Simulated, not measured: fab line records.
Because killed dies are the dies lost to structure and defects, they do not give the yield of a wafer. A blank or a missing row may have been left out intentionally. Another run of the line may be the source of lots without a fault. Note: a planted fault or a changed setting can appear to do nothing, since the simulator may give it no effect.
fab line records    flow sfq-line
record: lots: 5  wafers: 27
route steps=325 shown L0V@16 I0@43 M1@59 M2@99 I2@114 M3@130 M4@160
start-h: hours from the record's opening day to when the first of the lot's shown wafers began    wait-h: hours from the lot's prior step to this one    " identical to the entry in the row above    L1.1+2: several wafers, shown together as one row    - no value present, or no start provided    * or withheld: withheld    < > ~ a bound
route shown NAME@n: names a module that has steps shown in the file, with the first one's number in the route    usual: mean/standard deviation taken from wafers without a fault    same: alike in all rows    chamber/n: place in a boat    sites: each site's reading    _std_site: standard deviation of those values    _edge_site: inner sites' mean taken away from outer sites' mean    radius-mm: for every site, how far away it sits from the centre of the wafer    mask NAME#n: copy n    behind: the tool/chamber that last shaped the wafer    hold: reason for holding the lot/hours on hold/outcome of the hold    device: whichever transistor did not switch (one of n, p or np)    end of line: the same wafers' tests at the end of the route    a step with no rows: only its recipe    killed: dies that structure and defects cost at the first sort, which is not the same as the wafer's yield    map: dies across one wafer; x = killed, . = not, _ = none there
set.NAME: setting as actually run; set.NAME@STEP: the setting as run at that earlier step    model.NAME: the simulator's own value behind a step, which no gauge read
lots whose settings were changed on purpose; a table a step, a row a wafer
== steps ==
step: SFQ_TRILAYER_L0_CAP_PECVD_011
recipe: material: SiO2  temp-c: 150  time-s: 13.333  pressure-torr: 2.4  rf-w: 183.3  precursor: SiH4/N2O  target-thk-nm: 60
lot.wafer  tool      chamber  start-h  wait-h  set.time-s  model.SiO2_of_TRILAYER_L0_CAP_PECVD_011.thk-nm
L077.1     pecvd-02  0        73.08    0.0     20.45       90.01
L077.2     "         2        "        "       13.333      59.27
L077.3     "         1        "        "       20.45       90.69
L077.4     "         1        "        "       20.45       92.11
L077.5     "         0        "        "       13.333      59.98
L077.6     "         2        "        "       13.333      59.15
L079.1     pecvd-04  1        90.70    0.0     13.333      58.9
L079.2     "         2        "        "       13.333      59.89
L079.3     "         0        "        "       13.333      59.19
L079.4     "         1        "        "       8.509       37.64
L079.5     "         0        "        "       8.509       38.76
L079.6     "         2        "        "       8.509       38.98
L080.1     pecvd-02  0        94.30    0.0     20.96       92.64
L080.2     "         1        "        "       13.333      59.7
L080.3     "         2        "        "       13.333      60.03
L080.4     "         0        "        "       20.96       93.94
L080.5     "         2        "        "       13.333      61.36
L080.6     "         1        "        "       20.96       95.35
L081.1     pecvd-02  0        101.50   0.0     15.67       69
L081.2     "         2        "        "       13.333      59.64
L081.3     "         1        "        "       15.67       70.43
L081.4     "         2        "        "       15.67       71.61
L081.5     "         1        "        "       13.333      60.83
L081.6     "         0        "        "       13.333      60.62
L084.1     pecvd-01  1        118.40   0.0     13.333      59.68
L084.2     "         0        "        "       13.333      60.1
L084.6     "         0        "        "       13.333      60.28
step: SFQ_TRILAYER_L0_VIA_LITHO_COAT_018
recipe: resist: BARC  spin-rpm: 3000  resist-thk-nm: 62
step: SFQ_TRILAYER_L0_VIA_LITHO_COAT_013
recipe: resist: KrF  spin-rpm: 3000  resist-thk-nm: 650
step: SFQ_TRILAYER_L0_VIA_BARC_OPEN_VIA_ETCH_021
recipe: mask-material: PR  chemistry: O2  target-depth-nm: 125  target: BARC  source-w: 500  bias-w: 80  pressure-mtorr: 30  time-s: 43.58
step: SFQ_TRILAYER_L0_VIA_ETCH_VIA_ETCH_016
recipe: target: SiO2  stop-on: MoNx_KI  mask-material: PR  chemistry: CHF3  target-depth-nm: 80  source-w: 500  bias-w: 80  pressure-mtorr: 30  time-s: withheld
usual: oes-product-au: 0.841/0.0073
lot.wafer  tool         chamber  start-h  wait-h  set.time-s@TRILAYER_L0_CAP_PECVD_011  oes-product-au  model.etch.depth-nm  model.L0V.feature-depth-nm
L077.1     rie-diel-04  0        130.79   0.0     *                                     0.992           -                    78.83
L077.2     "            1        "        "       *                                     0.843           59.24                59.24
L077.3     "            2        "        "       *                                     1.000           -                    79.78
L077.4     "            3        "        "       *                                     0.981           77.9                 77.9
L077.5     "            2        "        "       *                                     0.841           -                    59.95
L077.6     "            1        "        "       *                                     0.829           -                    59.12
L079.1     rie-diel-04  1        148.79   0.0     *                                     0.830           58.87                58.87
L079.2     "            3        "        "       *                                     0.832           -                    59.87
L079.3     "            2        "        "       *                                     0.836           -                    59.16
L079.4     "            3        "        "       *                                     0.665           -                    37.61
L079.5     "            2        "        "       *                                     0.674           -                    38.74
L079.6     "            1        "        "       *                                     0.676           -                    38.96
L080.1     rie-diel-02  3        153.96   0.0     *                                     1.003           -                    80.92
L080.2     "            2        "        "       *                                     0.840           -                    59.68
L080.3     "            1        "        "       *                                     0.852           -                    60
L080.4     "            0        "        "       *                                     0.984           77.69                77.69
L080.5     "            0        "        "       *                                     0.850           -                    61.34
L080.6     "            1        "        "       *                                     1.000           79.34                79.34
L081.1     rie-diel-04  3        162.36   0.0     *                                     0.914           68.97                68.98
L081.2     "            2        "        "       *                                     0.828           59.62                59.62
L081.3     "            1        "        "       *                                     0.919           70.41                70.41
L081.4     "            2        "        "       *                                     0.928           71.58                71.58
L081.5     "            3        "        "       *                                     0.858           60.81                60.81
L081.6     "            1        "        "       *                                     0.852           60.6                 60.6
L084.1     rie-diel-02  1        182.56   0.0     *                                     0.836           59.66                59.66
L084.2     "            3        "        "       *                                     0.833           60.08                60.08
L084.6     "            3        "        "       *                                     0.851           60.25                60.25
step: SFQ_TRILAYER_I0_DEP_PECVD_027
recipe: material: SiO2  temp-c: 150  time-s: 111.11  pressure-torr: 2.4  rf-w: 183.3  precursor: SiH4/N2O  target-thk-nm: 500
lot.wafer  tool      chamber  start-h  wait-h  set.time-s  model.SiO2_of_TRILAYER_I0_DEP_PECVD_027.thk-nm
L077.1     pecvd-03  1        199.08   0.0     87.21       388.8
L077.2     "         2        "        "       87.21       391
L077.3     "         0        "        "       111.11      502.9
L077.4     "         2        "        "       111.11      508.2
L077.5     "         1        "        "       111.11      513.9
L077.6     "         0        "        "       87.21       403.3
L079.1     pecvd-04  2        220.69   0.0     111.11      501.7
L079.2     "         1        "        "       111.11      500.4
L079.3     "         0        "        "       111.11      495.1
L079.4     "         2        "        "       111.11      504.1
L079.5     "         0        "        "       111.11      501.5
L079.6     "         1        "        "       111.11      510
L080.1     pecvd-04  0        224.28   0.0     111.11      496.2
L080.2     "         1        "        "       171.7       772.4
L080.3     "         2        "        "       111.11      494.2
L080.4     "         1        "        "       171.7       774
L080.5     "         0        "        "       171.7       782.1
L080.6     "         2        "        "       111.11      505.7
L081.1     pecvd-01  2        233.88   0.0     111.11      504
L081.2     "         1        "        "       111.11      503.3
L081.3     "         0        "        "       111.11      500.1
L081.4     "         0        "        "       111.11      507.7
L081.5     "         2        "        "       111.11      508.2
L081.6     "         1        "        "       111.11      507.1
L084.1     pecvd-03  0        264.64   0.0     111.11      497.6
L084.2     "         1        "        "       111.11      498.7
L084.6     "         2        "        "       111.11      507.6
step: SFQ_TRILAYER_I0_CMP_CMP_028
recipe: material: SiO2  down-force-psi: 3  platen-rpm: 60  pad-velocity-m-s: 0.94248
usual: time-to-endpoint-s: 214/6.8
lot.wafer  tool    chamber  start-h  wait-h  set.time-s@TRILAYER_I0_DEP_PECVD_027  time-to-endpoint-s
L077.1     cmp-02  1        208.25   9.1     87.21                                 136
L077.2     "       2        "        "       87.21                                 142
L077.4     "       3        "        "       111.11                                217
L077.3     "       0        "        "       111.11                                212
L077.6     "       1        "        "       87.21                                 150
L077.5     "       2        "        "       111.11                                234
L079.4     cmp-02  0        227.19   6.4     111.11                                209
L079.3     "       1        "        "       111.11                                202
L079.2     "       2        "        "       111.11                                224
L079.1     "       3        "        "       111.11                                210
L079.5     "       0        "        "       111.11                                204
L079.6     "       1        "        "       111.11                                214
L080.2     cmp-01  0        231.88   7.6     171.7                                 394
L080.4     "       1        "        "       171.7                                 405
L080.1     "       2        "        "       111.11                                213
L080.3     "       3        "        "       111.11                                205
L080.6     "       0        "        "       111.11                                212
L080.5     "       1        "        "       171.7                                 423
L081.2     cmp-01  0        237.88   4.0     111.11                                212
L081.4     "       1        "        "       111.11                                224
L081.3     "       2        "        "       111.11                                219
L081.1     "       3        "        "       111.11                                214
L081.6     "       0        "        "       111.11                                213
L081.5     "       1        "        "       111.11                                217
L084.2     cmp-02  2        268.19   3.5     111.11                                227
L084.1     "       3        "        "       111.11                                212
L084.6     "       1        269.69   5.0     111.11                                216
step: SFQ_TRILAYER_M1_DEP_SPUTTER_037
recipe: material: Nb  base-pressure-pa: 1.33e-06  chamber-pressure-pa: 0.1333  substrate-temp-c: 20  resputter-cathode-voltage-v: 400  target-thk-nm: 200  power-w: 2000  time-s: 133.3
lot.wafer  tool            chamber  start-h  wait-h  set.time-s  model.Nb_of_TRILAYER_M1_DEP_SPUTTER_037.thk-nm
L077.1     pvd-sputter-04  -        261.14   0.0     133.3       200.9
L077.2     "               -        "        "       133.3       198.6
L077.3     "               -        "        "       97.53       144.4
L077.4     "               -        "        "       133.3       201.2
L077.5     "               -        "        "       97.53       147.1
L077.6     "               -        "        "       97.53       146.4
L079.1     pvd-sputter-04  -        279.32   0.0     133.3       197.3
L079.2     "               -        "        "       89.2        132.6
L079.3     "               -        "        "       89.2        135.4
L079.4     "               -        "        "       133.3       200.2
L079.5     "               -        "        "       89.2        133.6
L079.6     "               -        "        "       133.3       197.6
L080.1     pvd-sputter-06  -        283.92   0.0     83.73       128.4
L080.2     "               -        "        "       133.3       199.5
L080.3     "               -        "        "       83.73       128.8
L080.4     "               -        "        "       133.3       202.9
L080.5     "               -        "        "       83.73       127.9
L080.6     "               -        "        "       133.3       201.5
L081.1     pvd-sputter-04  -        287.52   0.0     133.3       197.8
L081.2+4   "               -        "        "       133.3       200.7
L081.3     "               -        "        "       133.3       202.6
L081.5     "               -        "        "       133.3       198.1
L081.6     "               -        "        "       133.3       199.9
L084.1     pvd-sputter-06  -        319.15   0.0     133.3       199.2
L084.2     "               -        "        "       133.3       203.8
L084.6     "               -        "        "       133.3       204.6
step: SFQ_M1_RS_MEAS_909
recipe: thk-meas-gauge: four-point-probe  reads: Nb_of_TRILAYER_M1_DEP_SPUTTER_037
usual: M1_NB_RS: 0.887/0.0082
lot.wafer  tool           chamber  start-h  wait-h  set.time-s@TRILAYER_M1_DEP_SPUTTER_037  M1_NB_RS[ohm/sq]
L077.1     film-metro-04  -        261.23   0.0     133.3                                   0.883
L077.2     "              -        "        "       133.3                                   0.894
L077.3     "              -        "        "       97.53                                   1.236
L077.4     "              -        "        "       133.3                                   0.882
L077.5     "              -        "        "       97.53                                   1.210
L077.6     "              -        "        "       97.53                                   1.217
L079.1     film-metro-01  -        279.42   0.0     133.3                                   0.900
L079.2     "              -        "        "       89.2                                    1.348
L079.3     "              -        "        "       89.2                                    1.321
L079.4     "              -        "        "       133.3                                   0.887
L079.5     "              -        "        "       89.2                                    1.338
L079.6     "              -        "        "       133.3                                   0.899
L080.1     film-metro-03  -        284.01   0.0     83.73                                   1.393
L080.2     "              -        "        "       133.3                                   0.892
L080.3     "              -        "        "       83.73                                   1.392
L080.4     "              -        "        "       133.3                                   0.876
L080.5     "              -        "        "       83.73                                   1.397
L080.6     "              -        "        "       133.3                                   0.883
L081.1     film-metro-04  -        287.61   0.0     133.3                                   0.899
L081.2     "              -        "        "       133.3                                   0.886
L081.3     "              -        "        "       133.3                                   0.877
L081.4     "              -        "        "       133.3                                   0.885
L081.5     "              -        "        "       133.3                                   0.896
L081.6     "              -        "        "       133.3                                   0.890
L084.1     film-metro-01  -        319.24   0.0     133.3                                   0.894
L084.2     "              -        "        "       133.3                                   0.873
L084.6     "              -        "        "       133.3                                   0.869
step: SFQ_TRILAYER_M1_LITHO_COAT_044
recipe: resist: BARC  spin-rpm: 3000  resist-thk-nm: 62
step: SFQ_TRILAYER_M1_BARC_OPEN_METAL_ETCH_054
recipe: mask-material: PR  chemistry: O2  target-depth-nm: 125  target: BARC  icp-w: 600  bias-w: 80  pressure-mtorr: 10  time-s: 41.7
step: SFQ_TRILAYER_M1_ETCH_METAL_ETCH_042
recipe: target: Nb  stop-on: SiO2  mask-material: PR  chemistry: Cl2/Ar  target-depth-nm: 240  icp-w: 600  bias-w: 80  pressure-mtorr: 10  time-s: 120
usual: oes-product-au: 0.894/0.0062
lot.wafer  tool          chamber  start-h  wait-h  set.time-s@TRILAYER_M1_DEP_SPUTTER_037  oes-product-au
L077.1     rie-metal-03  1        307.45   0.0     133.3                                   0.893
L077.2     "             0        "        "       133.3                                   0.893
L077.3     "             0        "        "       97.53                                   0.746
L077.4     "             1        "        "       133.3                                   0.894
L077.5     "             1        "        "       97.53                                   0.761
L077.6     "             0        "        "       97.53                                   0.753
L079.1     rie-metal-01  0        327.85   0.0     133.3                                   0.881
L079.2     "             1        "        "       89.2                                    0.712
L079.3     "             0        "        "       89.2                                    0.729
L079.4     "             1        "        "       133.3                                   0.898
L079.5     "             0        "        "       89.2                                    0.712
L079.6     "             1        "        "       133.3                                   0.884
L080.1     rie-metal-03  0        331.45   0.0     83.73                                   0.705
L080.2     "             1        "        "       133.3                                   0.897
L080.3     "             1        "        "       83.73                                   0.704
L080.4     "             0        "        "       133.3                                   0.901
L080.5     "             0        "        "       83.73                                   0.713
L080.6     "             1        "        "       133.3                                   0.899
L081.1     rie-metal-04  1        337.45   0.0     133.3                                   0.891
L081.2     "             0        "        "       133.3                                   0.896
L081.3     "             1        "        "       133.3                                   0.901
L081.4     "             0        "        "       133.3                                   0.899
L081.5     "             1        "        "       133.3                                   0.892
L081.6     "             0        "        "       133.3                                   0.895
L084.1     rie-metal-04  1        366.60   0.0     133.3                                   0.889
L084.2     "             0        "        "       133.3                                   0.896
L084.6     "             0        "        "       133.3                                   0.902
step: SFQ_TRILAYER_M2_BARC_OPEN_METAL_ETCH_077
recipe: mask-material: PR  chemistry: O2  target-depth-nm: 125  target: BARC  icp-w: 600  bias-w: 80  pressure-mtorr: 10  time-s: 41.7
usual: oes-product-au: 0.686/0.0047
lot.wafer  tool          chamber  start-h  wait-h  set.time-s  oes-product-au  model.KrF_of_TRILAYER_M2_LITHO_COAT_057.thk-nm
L077.1     rie-metal-02  1        420.44   0.0     41.7        0.682           522.7
L077.2     "             0        "        "       41.7        0.687           520.7
L077.3     "             1        "        "       41.7        0.678           524.6
L077.4     "             0        "        "       41.7        0.685           522.5
L077.5     "             1        "        "       41.7        0.676           523
L077.6     "             0        "        "       41.7        0.683           521.6
L079.1     rie-metal-02  0        440.84   0.0     41.7        0.684           521.8
L079.2     "             1        "        "       27.48       0.841           540.8
L079.3     "             0        "        "       27.48       0.845           540
L079.4     "             1        "        "       27.48       0.842           541.5
L079.5     "             0        "        "       41.7        0.685           523
L079.6     "             1        "        "       41.7        0.683           524.2
L080.1     rie-metal-02  1        443.24   0.0     64.12       0.636           501.3
L080.2     "             0        "        "       64.12       0.646           499
L080.3     "             0        "        "       41.7        0.691           527.9
L080.4     "             1        "        "       41.7        0.692           527.1
L080.5     "             0        "        "       41.7        0.690           527.4
L080.6     "             1        "        "       64.12       0.634           500.9
L081.1     rie-metal-04  0        449.31   0.0     50.85       0.662           509.7
L081.2     "             1        "        "       41.7        0.678           521.1
L081.3     "             0        "        "       41.7        0.683           520.2
L081.4     "             1        "        "       50.85       0.662           511.6
L081.5     "             0        "        "       50.85       0.665           509.9
L081.6     "             1        "        "       41.7        0.683           521.7
L084.1     rie-metal-04  0        479.24   0.0     41.7        0.689           521.7
L084.2     "             1        "        "       41.7        0.688           524
L084.6     "             1        "        "       41.7        0.686           522
step: SFQ_TRILAYER_M2_ETCH_METAL_ETCH_060
recipe: target: Nb  stop-on: SiO2  mask-material: PR  chemistry: Cl2/Ar  target-depth-nm: 240  icp-w: 600  bias-w: 80  pressure-mtorr: 10  time-s: 120
lot.wafer  tool          chamber  start-h  wait-h  set.time-s@TRILAYER_M2_BARC_OPEN_METAL_ETCH_077  model.KrF_of_TRILAYER_M2_LITHO_COAT_057.thk-nm
L077.1     rie-metal-02  1        420.50   0.0     41.7                                             383
L077.2     "             0        "        "       41.7                                             379.9
L077.3     "             1        "        "       41.7                                             385.2
L077.4     "             0        "        "       41.7                                             383.1
L077.5     "             1        "        "       41.7                                             382.5
L077.6     "             0        "        "       41.7                                             380.3
L079.1     rie-metal-02  0        440.90   0.0     41.7                                             379.6
L079.2     "             1        "        "       27.48                                            404.6
L079.3     "             0        "        "       27.48                                            398.6
L079.4     "             1        "        "       27.48                                            403.9
L079.5     "             0        "        "       41.7                                             382
L079.6     "             1        "        "       41.7                                             387.3
L080.1     rie-metal-02  1        443.30   0.0     64.12                                            363.3
L080.2     "             0        "        "       64.12                                            357.2
L080.3     "             0        "        "       41.7                                             384.5
L080.4     "             1        "        "       41.7                                             389.2
L080.5     "             0        "        "       41.7                                             385.5
L080.6     "             1        "        "       64.12                                            361.5
L081.1     rie-metal-04  0        449.37   0.0     50.85                                            370
L081.2     "             1        "        "       41.7                                             382.9
L081.3+6   "             0,1      "        "       41.7                                             382.2
L081.4     "             1        "        "       50.85                                            373.8
L081.5     "             0        "        "       50.85                                            371.2
L084.1     rie-metal-04  0        479.30   0.0     41.7                                             381
L084.2     "             1        "        "       41.7                                             384.8
L084.6     "             1        "        "       41.7                                             382
step: SFQ_TRILAYER_I2_VIA_BARC_OPEN_VIA_ETCH_096
recipe: mask-material: PR  chemistry: O2  target-depth-nm: 125  target: BARC  source-w: 500  bias-w: 80  pressure-mtorr: 30  time-s: 41.7
usual: oes-product-au: 0.686/0.004
lot.wafer  tool         chamber  start-h  wait-h  set.time-s  oes-product-au  model.KrF_of_TRILAYER_I2_VIA_LITHO_COAT_067.thk-nm
L077.1     rie-diel-03  2        557.14   0.0     41.7        0.689           578.4
L077.2     "            1        "        "       17.31       1.002           604.6
L077.3     "            3        "        "       17.31       1.006           603.6
L077.4     "            3        "        "       17.31       1.004           604.1
L077.5     "            1        "        "       41.7        0.686           574
L077.6     "            2        "        "       41.7        0.695           575.2
L079.1     rie-diel-03  1        573.94   0.0     41.7        0.691           576.9
L079.2     "            2        "        "       41.7        0.687           579.1
L079.3     "            0        "        "       41.7        0.687           576.6
L079.4     "            3        "        "       41.7        0.684           574.7
L079.5     "            0        "        "       41.7        0.681           575.6
L079.6     "            1        "        "       41.7        0.683           576.2
L080.1     rie-diel-04  1        577.54   0.0     41.7        0.690           569.3
L080.2     "            0        "        "       33.7        0.756           581.5
L080.3     "            2        "        "       33.7        0.760           580.7
L080.4     "            3        "        "       41.7        0.678           572.4
L080.5     "            1        "        "       41.7        0.684           570
L080.6     "            2        "        "       33.7        0.755           581.3
L081.1     rie-diel-04  1        589.09   0.0     41.7        0.690           576.9
L081.2     "            3        "        "       57.86       0.650           557.1
L081.3     "            0        "        "       41.7        0.681           577.7
L081.4     "            2        "        "       57.86       0.647           555.7
L081.5     "            1        "        "       57.86       0.646           556.5
L081.6     "            0        "        "       41.7        0.684           576.9
L084.1     rie-diel-04  2        611.89   0.0     41.7        0.685           573.2
L084.2     "            0        "        "       41.7        0.687           572.2
L084.6     "            1        "        "       41.7        0.685           572.5
step: SFQ_TRILAYER_M3_ETCH_METAL_ETCH_078
recipe: target: Nb  stop-on: SiO2  mask-material: PR  chemistry: Cl2/Ar  target-depth-nm: 240  icp-w: 600  bias-w: 80  pressure-mtorr: 10  time-s: 120
lot.wafer  tool          chamber  start-h  wait-h  set.time-s  model.SiO2_of_TRILAYER_I2_DEP_PECVD_063.thk-nm  model.KrF_of_TRILAYER_M3_LITHO_COAT_075.thk-nm
L077.1     rie-metal-04  0        620.16   0.0     120         192.7                                           386.5
L077.2     "             1        "        "       120         192.8                                           387.1
L077.3     "             0        "        "       120         193.5                                           387.7
L077.4     "             1        "        "       120         192.4                                           387.1
L077.5     "             1        "        "       120         190.7                                           387.8
L077.6     "             0        "        "       120         192.5                                           385.5
L079.1     rie-metal-04  1        638.16   0.0     120         192.8                                           389
L079.2     "             0        "        "       120         193.8                                           387.5
L079.3     "             1        "        "       92.64       194.9                                           420.8
L079.4     "             0        "        "       92.64       192.9                                           417.6
L079.5     "             1        "        "       92.64       193.2                                           420.5
L079.6     "             0        "        "       120         192.3                                           386.6
L080.1     rie-metal-04  1        641.76   0.0     191.7       179.2                                           305.7
L080.2     "             0        "        "       120         193.8                                           384.6
L080.3     "             1        "        "       120         192.1                                           387.7
L080.4     "             0        "        "       191.7       180.4                                           301.3
L080.5     "             1        "        "       120         193.1                                           386.9
L080.6     "             0        "        "       191.7       180.6                                           303.9
L081.1     rie-metal-04  1        651.47   0.0     120         193.4                                           386
L081.2     "             0        "        "       120         190.7                                           381
L081.3     "             1        "        "       120         193.8                                           385.1
L081.4     "             0        "        "       120         192                                             381.1
L081.5     "             0        "        "       120         193.7                                           381.9
L081.6     "             1        "        "       120         192.8                                           386.9
L084.1     rie-metal-03  0        675.53   0.1     120         191.3                                           382.3
L084.2     "             0        "        "       120         193                                             380.4
L084.6     "             0        "        "       120         191.4                                           380.4
step: SFQ_TRILAYER_M4_ETCH_METAL_ETCH_096
recipe: target: Nb  stop-on: SiO2  mask-material: PR  chemistry: Cl2/Ar  target-depth-nm: 240  icp-w: 600  bias-w: 80  pressure-mtorr: 10  time-s: 120
usual: oes-product-au: 0.897/0.01
lot.wafer  tool          chamber  start-h  wait-h  set.time-s  oes-product-au  model.M4.feature-depth-nm  model.KrF_of_TRILAYER_M4_LITHO_COAT_093.thk-nm
L077.1     rie-metal-02  1        828.77   0.0     120         0.899           201.9                      384.8
L077.2     "             0        "        "       120         0.903           200.2                      383.3
L077.3     "             1        "        "       120         0.895           201.4                      383.1
L077.4     "             0        "        "       142.3       0.890           208.6                      356
L077.5     "             1        "        "       142.3       0.889           208.5                      358.8
L077.6     "             0        "        "       142.3       0.887           205.7                      355.6
L079.1     rie-metal-02  0        847.97   0.0     120         0.893           199.4                      380.7
L079.2     "             1        "        "       120         0.886           196.2                      383.5
L079.3     "             1        "        "       120         0.890           198                        381
L079.4     "             0        "        "       120         0.892           200.2                      381.8
L079.5     "             0        "        "       120         0.881           196.8                      380.7
L079.6     "             1        "        "       120         0.896           201                        381.5
L080.1     rie-metal-02  1        850.37   0.0     120         0.906           202.5                      385.2
L080.2     "             0        "        "       120         0.905           203                        382.9
L080.3     "             0        "        "       75.86       0.994           151.4                      433.8
L080.4     "             1        "        "       120         0.905           205.9                      383.9
L080.5     "             0        "        "       75.86       0.998           150.8                      436.8
L080.6     "             1        "        "       75.86       1.000           150.9                      434.3
L081.1     rie-metal-02  1        860.19   0.0     120         0.904           205.4                      383.4
L081.2     "             0        "        "       120         0.892           202.6                      383.1
L081.3     "             0        "        "       120         0.907           205.9                      382.4
L081.4     "             1        "        "       152.7       0.887           209                        344.9
L081.5     "             0        "        "       152.7       0.883           209.3                      345.2
L081.6     "             1        "        "       152.7       0.883           212.4                      345.3
L084.1     rie-metal-04  0        868.59   0.0     120         0.899           201.6                      387.4
L084.2     "             1        "        "       120         0.883           197.8                      382.8
L084.6     "             0        "        "       120         0.884           200.4                      387
== key ==
split: step: SFQ_TRILAYER_L0_CAP_PECVD_011  setting: time-s  stated: 13.333  by: wafer
response: step: SFQ_TRILAYER_L0_CAP_PECVD_011  reading: model.SiO2_of_TRILAYER_L0_CAP_PECVD_011.thk-nm  change: +0.586  per: 1%  r: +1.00
response: step: SFQ_TRILAYER_L0_VIA_ETCH_VIA_ETCH_016  reading: oes-product-au  change: +0.00307  per: 1%  r: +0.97
response: step: SFQ_TRILAYER_L0_VIA_ETCH_VIA_ETCH_016  reading: model.etch.depth-nm  change: +0.403  per: 1%  r: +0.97
response: step: SFQ_TRILAYER_L0_VIA_ETCH_VIA_ETCH_016  reading: model.L0V.feature-depth-nm  change: +0.394  per: 1%  r: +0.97
split: step: SFQ_TRILAYER_I0_DEP_PECVD_027  setting: time-s  stated: 111.11  by: wafer
response: step: SFQ_TRILAYER_I0_DEP_PECVD_027  reading: model.SiO2_of_TRILAYER_I0_DEP_PECVD_027.thk-nm  change: +5.12  per: 1%  r: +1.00
response: step: SFQ_TRILAYER_I0_CMP_CMP_028  reading: time-to-endpoint-s  change: *  per: 1%  r: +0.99
split: step: SFQ_TRILAYER_M1_DEP_SPUTTER_037  setting: time-s  stated: 133.3  by: wafer
response: step: SFQ_TRILAYER_M1_DEP_SPUTTER_037  reading: model.Nb_of_TRILAYER_M1_DEP_SPUTTER_037.thk-nm  change: +1.97  per: 1%  r: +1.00
response: step: SFQ_M1_RS_MEAS_909  reading: M1_NB_RS  change: -0.0133  per: 1%  r: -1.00
response: step: SFQ_TRILAYER_M1_ETCH_METAL_ETCH_042  reading: oes-product-au  change: +0.00516  per: 1%  r: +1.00
split: step: SFQ_TRILAYER_M2_BARC_OPEN_METAL_ETCH_077  setting: time-s  stated: 41.7  by: wafer
response: step: SFQ_TRILAYER_M2_BARC_OPEN_METAL_ETCH_077  reading: oes-product-au  shape: bent  at-lowest: 0.843  at-stated: 0.685  at-highest: 0.639
response: step: SFQ_TRILAYER_M2_BARC_OPEN_METAL_ETCH_077  reading: model.KrF_of_TRILAYER_M2_LITHO_COAT_057.thk-nm  change: -0.505  per: 1%  r: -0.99
response: step: SFQ_TRILAYER_M2_ETCH_METAL_ETCH_060  reading: model.KrF_of_TRILAYER_M2_LITHO_COAT_057.thk-nm  change: -0.503  per: 1%  r: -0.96
split: step: SFQ_TRILAYER_I2_VIA_BARC_OPEN_VIA_ETCH_096  setting: time-s  stated: 41.7  by: wafer
response: step: SFQ_TRILAYER_I2_VIA_BARC_OPEN_VIA_ETCH_096  reading: oes-product-au  change: -0.00401  per: 1%  r: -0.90
response: step: SFQ_TRILAYER_I2_VIA_BARC_OPEN_VIA_ETCH_096  reading: model.KrF_of_TRILAYER_I2_VIA_LITHO_COAT_067.thk-nm  change: -0.502  per: 1%  r: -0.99
split: step: SFQ_TRILAYER_M3_ETCH_METAL_ETCH_078  setting: time-s  stated: 120  by: wafer
response: step: SFQ_TRILAYER_M3_ETCH_METAL_ETCH_078  reading: model.SiO2_of_TRILAYER_I2_DEP_PECVD_063.thk-nm  change: -0.193  per: 1%  r: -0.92
response: step: SFQ_TRILAYER_M3_ETCH_METAL_ETCH_078  reading: model.KrF_of_TRILAYER_M3_LITHO_COAT_075.thk-nm  change: -1.39  per: 1%  r: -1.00
split: step: SFQ_TRILAYER_M4_ETCH_METAL_ETCH_096  setting: time-s  stated: 120  by: wafer
response: step: SFQ_TRILAYER_M4_ETCH_METAL_ETCH_096  reading: oes-product-au  change: -0.00165  per: 1%  r: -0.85
response: step: SFQ_TRILAYER_M4_ETCH_METAL_ETCH_096  reading: model.M4.feature-depth-nm  shape: bent  at-lowest: 151  at-stated: 201.1  at-highest: 210.2
response: step: SFQ_TRILAYER_M4_ETCH_METAL_ETCH_096  reading: model.KrF_of_TRILAYER_M4_LITHO_COAT_093.thk-nm  change: -1.4  per: 1%  r: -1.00
